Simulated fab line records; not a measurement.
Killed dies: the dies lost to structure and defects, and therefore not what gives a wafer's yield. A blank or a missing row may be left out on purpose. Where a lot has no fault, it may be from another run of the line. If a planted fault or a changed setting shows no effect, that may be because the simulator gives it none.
Struck lot and sound lot, side by side ; flow gf180mcu ; 17 steps out of a route of 602
Sound: the wafers L663.1, L663.2, L663.3. Struck: wafer L665.4; the same lot's L665.3 was not struck, so it is left out; see the end for the cause.
Per side, at each step with rows, come the tool, then ch with its chambers, and then its first start. Under that, the readings that differ: sound wafers ; struck wafers ; difference of the means ; sigmas: that difference in standard deviations of wafers without a fault.
alike: readings with means less than 2 such deviations apart, plus words and numbers identical on both sides. not compared: withheld readings, readings lacking a value on some wafer, bounds such as >300 that could conceal the same value, and numbers that have no deviation in the record and whose values overlap.
The two part at a step that has a row with sigmas, a row that says differs or no value, or rows on one side only. Non-overlapping numbers with no deviation appear without sigmas and do not part them. A reading that every wafer of one side lacks parts them only if that side has two wafers or more.

first, 3 steps without rows for these wafers: GF_V1_EXPOSE_11 (exposes mask Via1, target cd 260 nm); GF_V1_PEB_12 (peb time 90 s); GF_V1_DEVELOP_13 (develop time 60 s).
GF_V1_CD_MEAS_14: target cd 260 nm.
  sound: cd sem-02 at day 19 13:04; struck: cd sem-01 at day 20 10:15
  alike: cd nm
GF_V1_OVL_MEAS_15:
  sound: overlay-01 at day 19 13:11; struck: overlay-02 at day 20 10:20
  alike: V1_OVL
GF_V1_ETCH_16: etches BARC in N2/H2.
  sound on rie diel-03 ch 0,1,2, day 19 13:13; struck on rie diel-01 ch 2, day 20 10:22
  alike: bias w, drypump motor current A, oes product au, throttle valve pct
then, 1 step without rows for these wafers: GF_V1_ETCH_17 (etches SiO2 in C4F8/O2/Ar, stops on TiN, target depth 630 nm).
GF_V1_STRIP_18: strips in O2/N2.
  sound on plasma asher-02 ch 0,1, day 19 13:20; struck on plasma asher-02 ch 1, day 20 10:32
  alike: drypump motor current A, heater power w, oes product au
  not compared: rf hours counter h
then, 2 steps without rows for these wafers: GF_V1_STRIP_19 (strips in post etch residue remover, time 1200 s); GF_V1_CLEAN_20 (cleans in DIW).
GF_V1_SPUTTER_21: material Ti, target thk 15 nm, time 80.02 s.
  sound: pvd sputter-01 at day 19 13:53; struck: pvd sputter-03 at day 20 11:02
  alike: substrate temp c, throttle valve pct
GF_V1_SPUTTER_22: material TiN, target thk 10 nm, time 40 s.
  sound: pvd sputter-01 at day 19 13:57; struck: pvd sputter-03 at day 20 11:05
  alike: throttle valve pct
GF_V1_CVD_23: deposits W, target thk 350 nm, time 105.05 s.
  sound on cvd w-01 ch 0,1, day 19 13:59; struck on cvd w-02 ch 1, day 20 11:10
reading;sound;struck;difference;sigmas
model.W_of_V1_CVD_23.thk nm (nm);348.2 347 351.1;613.5;+264.7;
  alike: heater power outer w, heater power w
GF_V1_RS_MEAS_24: uses a four-point probe to measure.
  sound: film metro-04 at day 19 14:07; struck: film metro-03 at day 20 11:17
reading;sound;struck;difference;sigmas
V1_W_RS (ohm/sq);0.329 0.330 0.328;0.186;-0.143;-41
GF_V1_THK_MEAS_25: measures by xrf.
  sound: film metro-04 at day 19 14:14; struck: film metro-03 at day 20 11:23
  not compared: V1_W_THK
GF_V1_CMP_26: polishes, stops on SiO2, t overpolish 15 s, target thk 0 nm.
  sound on cmp-02 ch 0,1,2, day 19 14:20; struck on cmp-02 ch 0, day 20 11:28
reading;sound;struck;difference;sigmas
time to endpoint s (s);85 81 82;147;+64;+17
  alike: motor current A
GF_M2_SPUTTER_00: material Ti, target thk 37.5 nm, time 150 s.
  sound: pvd sputter-02 at day 19 14:35; struck: pvd sputter-02 at day 20 11:43
  alike: substrate temp c, throttle valve pct

== WHERE THEY PART ==
Earliest at GF_V1_RS_MEAS_24; latest, in this record, at GF_V1_CMP_26. Later steps at which nothing parts them and some readings are alike: GF_M2_SPUTTER_00.

WHY: what had been put in by the simulator
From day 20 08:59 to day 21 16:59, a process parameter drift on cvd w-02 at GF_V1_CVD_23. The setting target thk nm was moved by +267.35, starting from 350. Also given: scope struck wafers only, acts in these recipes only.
